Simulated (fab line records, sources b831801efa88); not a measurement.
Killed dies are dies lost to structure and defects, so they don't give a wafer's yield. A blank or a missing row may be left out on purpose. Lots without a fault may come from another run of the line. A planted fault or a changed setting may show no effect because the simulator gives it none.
A struck lot beside a sound one | flow sky130 | 22 steps out of a route of 708
Sound: wafers L851.1, L851.3, L851.4. Struck: wafers L859.3, L859.4, L859.5. The cause comes at the end.
At each step with rows: each side's tool, then ch and its chambers, then its first start. Under that, the readings that differ: sound wafers | struck wafers | difference of the means | sigmas: that difference in standard deviations of wafers without a fault.
alike: readings whose means differ by less than 2 such deviations, and words and numbers that are the same on both sides. not compared: withheld readings, readings that some wafer has no value for, bounds like >300 that may hide the same value, and numbers for which the record gives no deviation and whose values overlap.
The two part at a step that has a row with sigmas, a row that says differs or no value, or rows on one side only. Numbers that don't overlap but have no deviation are shown without sigmas and don't part them. A reading that every wafer of one side lacks parts them only if that side has two wafers or more.

SKY_METAL3_ETCH_17: etches SiO2 in C4F8/O2/Ar, stops on TiN, time 3.9 s, target depth 15 nm.
  sound on rie_diel-03 ch 1,2,3, day 39 17:37; struck on rie_diel-02 ch 1,2, day 42 05:02
  alike: oes_product_au
  not compared: rf_hours_counter_h
SKY_METAL3_METAL_ETCH_18: etches the open film in Cl2/BCl3, stops on SiO2, target depth 845 nm, time 183.1 s.
  sound on rie_metal-03 ch 0,1, day 39 17:38; struck on rie_metal-03 ch 0,1, day 42 05:07
  alike: drypump_motor_current_A, oes_product_au, throttle_valve_pct
  not compared: rf_hours_counter_h
SKY_METAL3_STRIP_19: strips in O2/N2.
  sound on plasma_asher-04 ch 0,1, day 39 17:49; struck on plasma_asher-02 ch 0,1, day 42 05:16
  alike: drypump_motor_current_A, oes_product_au, strip_time_to_endpoint_s
  not compared: rf_hours_counter_h
then, 4 steps without rows for these wafers: SKY_METAL3_STRIP_20 (strips in post etch residue remover, time 1200 s); SKY_METAL3_CLEAN_21 (cleans in IPA, time 180 s); SKY_METAL3_CLEAN_22 (cleans in O3/DIW); SKY_VIA3_HDPCVD_00 (deposits SiO2, target thk 1635 nm, time 272.5 s).
SKY_VIA3_THK_MEAS_01:
  sound on film_metro-04, day 39 18:41; struck on film_metro-04, day 42 06:26
  alike: VIA3_HDPCVD_THK
SKY_VIA3_CMP_02: polishes SiO2.
  sound on cmp-01 ch 0,1,2, day 39 23:43; struck on cmp-02 ch 1,2,3, day 42 07:14
  alike: motor_current_A
SKY_VIA3_BOW_MEAS_03:
  sound on film_metro-02, day 40 00:01; struck on film_metro-01, day 42 07:29
  alike: VIA3_BOW
then, 2 steps without rows for these wafers: SKY_VIA3_DEHYDRATE_04 (time 60 s); SKY_VIA3_HMDS_05 (prime time 60 s).
SKY_VIA3_COAT_06: resist thk 60 nm.
  sound on litho_track-01 ch 0, day 40 09:52; struck on litho_track-01 ch 0, day 42 18:19
  reading              | sound                | struck               | difference | sigmas
  spin_speed_rpm (rpm) | 3000.3 3001.2 2999.2 | 3177.0 3175.1 3176.7 | +176.0     | +99 or more
then, 5 steps without rows for these wafers: SKY_VIA3_COAT_07 (resist thk 450 nm); SKY_VIA3_SOFTBAKE_08 (time 90 s); SKY_VIA3_EXPOSE_09 (exposes mask VIM3, target cd 200 nm); SKY_VIA3_PEB_10; SKY_VIA3_DEVELOP_11 (develop time 60 s).
SKY_VIA3_CD_MEAS_12: target cd 200 nm.
  sound on cd_sem-01, day 40 23:37; struck on cd_sem-01, day 43 05:56
  reading    | sound             | struck            | difference | sigmas
  cd_nm (nm) | 197.5 197.7 197.1 | 200.9 201.2 201.2 | +3.7       | +2
SKY_VIA3_OVL_MEAS_13:
  sound on overlay-02, day 40 23:44; struck on overlay-02, day 43 06:02
  alike: VIA3_OVL
SKY_VIA3_ETCH_14: etches BARC in N2/H2, stops on SiO2, time 45.9 s, target depth 60 nm.
  sound on rie_diel-02 ch 0,1,3, day 40 23:46; struck on rie_diel-02 ch 1,2,3, day 43 06:03
  reading                  | sound             | struck            | difference | sigmas
  oes_product_au (a.u.)    | 0.856 0.856 0.853 | 0.840 0.843 0.845 | -0.012     | -3
  model.etch.depth_nm (nm) | 59.9 60 59.81     | 58.75 58.72 58.78 | -1.15      |
  alike: drypump_motor_current_A, h2_flow_sccm, throttle_valve_pct
  not compared: rf_hours_counter_h
SKY_VIA3_ETCH_15: etches SiO2 in C4F8/O2/Ar, stops on TiN, target depth 507 nm, time 78 s.
  sound on rie_diel-02 ch 0,1,3, day 40 23:49; struck on rie_diel-02 ch 1,2,3, day 43 06:06
  alike: oes_product_au
  not compared: rf_hours_counter_h

WHERE THEY PART
First at SKY_VIA3_COAT_06; last, within this record, at SKY_VIA3_ETCH_14. Later steps at which nothing parts them and some readings are alike: SKY_VIA3_ETCH_15.

WHY: what the simulator had put in
Process parameter drift: litho_track-01, from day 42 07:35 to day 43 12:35, at SKY_VIA3_COAT_06. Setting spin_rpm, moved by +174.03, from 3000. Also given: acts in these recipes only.
